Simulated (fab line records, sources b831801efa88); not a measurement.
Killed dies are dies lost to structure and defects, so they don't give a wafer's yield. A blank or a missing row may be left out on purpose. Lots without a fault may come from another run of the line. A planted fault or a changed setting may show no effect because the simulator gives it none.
One fault seen from 2 desks | flow gf180mcu | each desk has only its own numbers; what lay behind them comes last

THE TOOL OWNER'S DESK: pvd_sputter-04
The tool's own readings at GF_V1_SPUTTER_21 (material Ti, target thk 15 nm, time 80.02 s): means of the sampled wafers that have a number, for each lot that ran on this tool. A lot is out of limits, marked OUT, if its mean lies more than 4 standard deviations from the usual mean; the brackets give that distance.
Columns: A = throttle_valve_pct at GF_V1_SPUTTER_21, usual 30.2 %
lot  | first seen here | A
L464 | day 18 22:20    | 29.8
L478 | day 24 07:21    | 29.8
L479 | day 24 22:29    | 30.0
This desk's finding: nothing out of limits on any of the 3 lots.

THE METROLOGY DESK
What the gauges read, lot by lot, whatever tool the lot ran on: means of the sampled wafers that have a number. A lot is out of limits, marked OUT, if its mean lies more than 4 standard deviations from the usual mean; the brackets give that distance.
Columns: A = cd_nm at GF_V1_CD_MEAS_14, usual 259.9 nm; B = V1_OVL at GF_V1_OVL_MEAS_15, usual 2 nm
lot  | first seen here | A     | B
L464 | day 18 21:34    | 259.3 | 3
L466 | day 19 22:16    | 260.0 | 6
L472 | day 21 19:06    | 259.4 | -8
L478 | day 24 06:32    | 259.9 | 9
L479 | day 24 21:41    | 258.9 | -8
L480 | day 24 21:51    | 260.2 | -4
This desk's finding: nothing out of limits on any of the 6 lots.

PUT TOGETHER
The tool owner's desk saw nothing out of limits.
The metrology desk saw nothing out of limits.

WHAT THE SIMULATOR HAD PUT IN
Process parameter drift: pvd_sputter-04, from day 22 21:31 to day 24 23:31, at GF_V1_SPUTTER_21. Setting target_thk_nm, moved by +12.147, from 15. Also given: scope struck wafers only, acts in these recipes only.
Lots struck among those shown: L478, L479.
